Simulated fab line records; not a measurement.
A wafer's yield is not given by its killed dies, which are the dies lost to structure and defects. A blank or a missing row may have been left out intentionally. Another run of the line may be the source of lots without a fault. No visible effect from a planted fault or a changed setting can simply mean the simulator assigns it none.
What tool caused it? | flow sfq-line | 15 lots, 45 wafers sampled, at 1 step of a route of 325

== WHAT EACH GAUGE READ, for each wafer ==
SFQ_M0_OVL_MEAS_906. Usual: M0_OVL 0 nm, standard deviation 5.5.
lot  | measured     | on         | M0_OVL (nm) | flag
L594 | day 8 16:32  | overlay-02 | 3 -4 9      |
L595 | day 8 18:56  | overlay-02 | -1 3 5      |
L597 | day 12 13:25 | overlay-01 | -2 -1 -4    |
L599 | day 13 06:14 | overlay-02 | 11 7 5      |
L600 | day 13 07:26 | overlay-01 | 4 7 5       |
L601 | day 13 08:37 | overlay-01 | 5 2 2       |
L602 | day 13 09:49 | overlay-01 | -3 2 -5     |
L603 | day 13 11:01 | overlay-01 | 2 2 6       |
L608 | day 13 18:18 | overlay-02 | -7 5 1      |
L609 | day 13 19:26 | overlay-02 | -3 -2 3     |
L611 | day 13 21:49 | overlay-01 | -6 -7 -8    |
L612 | day 13 23:14 | overlay-01 | -11 -8 -16  |
L614 | day 14 01:26 | overlay-02 | 5 3 1       |
L616 | day 14 10:48 | overlay-02 | 1 2 5       |
L617 | day 14 20:23 | overlay-02 | -8 -6 3     |

== EACH LOT AND THE TOOL THAT RAN IT (in order: tool; ch and the chambers of the sampled wafers; start) ==
The record holds no process step before these readings.

== WHAT THE TOOLS THEMSELVES READ (means of the sampled wafers that have a number; where no wafer has one, the mark that the record gives instead) ==
The record holds no such reading with a usual standard deviation.

== THE ANSWER, worked out from the rows above alone ==
Rule: a lot is off if the mean of its wafers that have a number lies more than 3 standard deviations from the usual mean. Also off: a lot with no number at a reading for which 4 or more lots have one. Any other lot the step has rows for is counted as sound. The gauges are gone through in route order, then the tools' own readings, and for those a lot's mean is taken as printed above. The first step at which some lot is off is used, and at that step the reading that is off furthest; a lot without a number counts as furthest.
No lot is off on any of the readings shown, so nothing can be concluded from this.

== WHAT THE SIMULATOR HAD INSERTED ==
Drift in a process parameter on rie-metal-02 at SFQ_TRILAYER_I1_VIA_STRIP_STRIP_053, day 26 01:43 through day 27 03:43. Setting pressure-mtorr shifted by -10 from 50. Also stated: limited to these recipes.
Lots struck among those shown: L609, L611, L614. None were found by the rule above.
